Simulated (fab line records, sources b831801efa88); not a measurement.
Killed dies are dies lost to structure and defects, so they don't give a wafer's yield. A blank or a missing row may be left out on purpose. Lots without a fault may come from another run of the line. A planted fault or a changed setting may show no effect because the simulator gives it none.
Which tool did it? | flow sky130 | 13 lots, 39 wafers sampled, at 4 steps of a route of 708

WHAT THE GAUGES READ, wafer by wafer
SKY_SONOS_ONO_OVL_MEAS_14. Usual: SONOS_ONO_OVL -0.1 nm, standard deviation 1.1.
lot  | measured     | on         | SONOS_ONO_OVL (nm) | flag
L679 | day 12 22:35 | overlay-01 | 1.4 1.7 -0.3       |
L680 | day 13 09:44 | overlay-02 | -0.7 -2.2 -0.8     |
L681 | day 13 11:06 | overlay-02 | 0.9 -0.3 0.1       |
L683 | day 14 06:19 | overlay-02 | 0.3 0.2 0.6        |
L684 | day 14 16:34 | overlay-01 | 0.1 -1.0 -0.2      |
L685 | day 14 23:31 | overlay-01 | -0.7 -1.9 -0.7     |
L692 | day 17 12:00 | overlay-02 | -0.6 0.8 0.7       |
L693 | day 18 01:04 | overlay-01 | -2.1 -0.6 -0.9     |
L694 | day 18 03:53 | overlay-02 | 1.1 0.0 -0.5       |
L697 | day 19 02:21 | overlay-01 | -0.9 0.5 -0.5      |
L699 | day 19 21:37 | overlay-01 | -0.9 0.7 -0.4      |
L700 | day 20 06:55 | overlay-01 | 0.7 1.6 1.1        |
L701 | day 21 05:24 | overlay-01 | 0.6 -0.6 0.1       |

SKY_SD_N_CD_MEAS_07: target cd 380 nm. Usual: cd_nm 379.4 nm, standard deviation 2.6.
lot  | measured     | on        | cd_nm (nm)        | flag
L679 | day 28 05:02 | cd_sem-01 | 377.9 381.5 378.8 |
L680 | day 28 17:10 | cd_sem-02 | 377.5 377.8 377.3 |
L681 | day 29 02:52 | cd_sem-01 | 377.6 376.2 376.3 |
L683 | day 29 13:35 | cd_sem-01 | 377.0 380.5 376.3 |
L684 | day 29 21:47 | cd_sem-01 | 332.3 332.5 330.0 | OFF
L685 | day 30 07:16 | cd_sem-01 | 381.1 381.7 383.5 |
L692 | day 32 18:14 | cd_sem-01 | 381.2 380.9 380.9 |
L693 | day 33 04:22 | cd_sem-01 | 377.5 377.8 377.0 |
L694 | day 33 08:17 | cd_sem-01 | 380.4 378.7 377.7 |
L697 | day 34 04:01 | cd_sem-01 | 379.5 378.3 379.0 |
L699 | day 34 19:56 | cd_sem-01 | 375.6 374.4 374.3 |
L700 | day 35 02:08 | cd_sem-02 | 376.2 377.7 377.0 |
L701 | day 35 23:16 | cd_sem-01 | 378.9 377.2 379.9 |

WHICH TOOL RAN EACH LOT (tool, then ch and the chambers of the sampled wafers, then the start)
lot  | SKY_POLY_GATE_STRIP_18               | SKY_SD_N_EXPOSE_04
L679 | plasma_asher-02 ch 1, day 16 16:26   | iline_stepper-02 ch 0, day 27 14:22
L680 | plasma_asher-02 ch 0,1, day 17 05:30 | iline_stepper-01 ch 0, day 28 03:27
L681 | plasma_asher-02 ch 0,1, day 17 07:02 | iline_stepper-02 ch 0, day 28 13:37
L683 | plasma_asher-01 ch 0,1, day 18 04:34 | iline_stepper-02 ch 0, day 28 23:26
L684 | plasma_asher-01 ch 0,1, day 18 13:42 | iline_stepper-02 ch 0, day 29 07:39
L685 | plasma_asher-01 ch 0,1, day 18 23:24 | iline_stepper-02 ch 0, day 29 17:35
L692 | plasma_asher-02 ch 0,1, day 21 16:38 | iline_stepper-02 ch 0, day 32 05:05
L693 | plasma_asher-03 ch 0,1, day 22 05:09 | iline_stepper-02 ch 0, day 32 14:08
L694 | plasma_asher-02 ch 0,1, day 22 08:50 | iline_stepper-02 ch 0, day 32 18:50
L697 | plasma_asher-01 ch 0,1, day 23 06:46 | iline_stepper-01 ch 0, day 33 15:01
L699 | plasma_asher-01 ch 0,1, day 24 01:40 | iline_stepper-01 ch 0, day 34 06:17
L700 | plasma_asher-01 ch 0,1, day 24 09:01 | iline_stepper-01 ch 0, day 34 13:38
L701 | plasma_asher-01 ch 0,1, day 25 06:40 | iline_stepper-01 ch 0, day 35 10:10
- SKY_POLY_GATE_STRIP_18: strips in O2/N2.
- SKY_SD_N_EXPOSE_04: exposes mask NSDM, target cd 380 nm.

WHAT THE TOOLS THEMSELVES READ (means of the sampled wafers that have a number; where no wafer has one, the mark that the record gives instead)
SKY_POLY_GATE_STRIP_18. Usual: chamber_pressure_mTorr 1500.0 mTorr, standard deviation 1.3; drypump_motor_current_A 5.7 A, standard deviation 0.31; oes_product_au 0.361 a.u., standard deviation 0.0051; strip_time_to_endpoint_s 3.159 s, standard deviation 0.027.
lot  | tool            | chamber_pressure_mTorr (mTorr) | drypump_motor_current_A (A) | oes_product_au (a.u.) | strip_time_to_endpoint_s (s) | flag
L679 | plasma_asher-02 | 1502.3                         | 5.4                         | 0.356                 | 3.130                        |
L680 | plasma_asher-02 | 1501.1                         | 5.3                         | 0.361                 | 3.157                        |
L681 | plasma_asher-02 | 1500.0                         | 5.3                         | 0.360                 | 3.163                        |
L683 | plasma_asher-01 | 1500.8                         | 5.9                         | 0.360                 | 3.175                        |
L684 | plasma_asher-01 | 1501.5                         | 6.0                         | 0.356                 | 3.134                        |
L685 | plasma_asher-01 | 1499.2                         | 6.0                         | 0.367                 | 3.196                        |
L692 | plasma_asher-02 | 1500.0                         | 5.3                         | 0.359                 | 3.131                        |
L693 | plasma_asher-03 | 1499.8                         | 5.5                         | 0.359                 | 3.126                        |
L694 | plasma_asher-02 | 1499.9                         | 5.4                         | 0.370                 | 3.208                        |
L697 | plasma_asher-01 | 1500.2                         | 5.9                         | 0.360                 | 3.183                        |
L699 | plasma_asher-01 | 1498.6                         | 6.0                         | 0.359                 | 3.148                        |
L700 | plasma_asher-01 | 1500.1                         | 5.9                         | 0.363                 | 3.186                        |
L701 | plasma_asher-01 | 1499.7                         | 6.0                         | 0.360                 | 3.183                        |

SKY_SD_N_EXPOSE_04. Usual: exposure_dose_mJ_cm2 141.01, standard deviation 0.13.
lot  | tool             | exposure_dose_mJ_cm2 | flag
L679 | iline_stepper-02 | 141.06               |
L680 | iline_stepper-01 | 141.07               |
L681 | iline_stepper-02 | 141.06               |
L683 | iline_stepper-02 | 140.93               |
L684 | iline_stepper-02 | 140.99               |
L685 | iline_stepper-02 | 140.91               |
L692 | iline_stepper-02 | 140.91               |
L693 | iline_stepper-02 | 141.05               |
L694 | iline_stepper-02 | 140.98               |
L697 | iline_stepper-01 | 141.19               |
L699 | iline_stepper-01 | 141.16               |
L700 | iline_stepper-01 | 140.79               |
L701 | iline_stepper-01 | 141.13               |

THE ANSWER, worked out from the rows above alone
Rule: a lot is off if the mean of its wafers that have a number lies more than 3 standard deviations from the usual mean. A lot without any number at a reading at which 4 lots or more have one is off too. The other lots that the step has rows for count as sound. The gauges are gone through in route order, then the tools' own readings, and for those a lot's mean is taken as printed above. The first step at which some lot is off is used, and at that step the reading that is off furthest; a lot without a number counts as furthest.
Off: L684, at SKY_SD_N_CD_MEAS_07 (cd_nm).
A tool fits if, at a process step before that reading, it ran every lot that is off, and no sound lot after the first of them. The gauges at SKY_SD_N_CD_MEAS_07 are tried like those tools. None of those tried fits.

WHAT THE SIMULATOR HAD PUT IN
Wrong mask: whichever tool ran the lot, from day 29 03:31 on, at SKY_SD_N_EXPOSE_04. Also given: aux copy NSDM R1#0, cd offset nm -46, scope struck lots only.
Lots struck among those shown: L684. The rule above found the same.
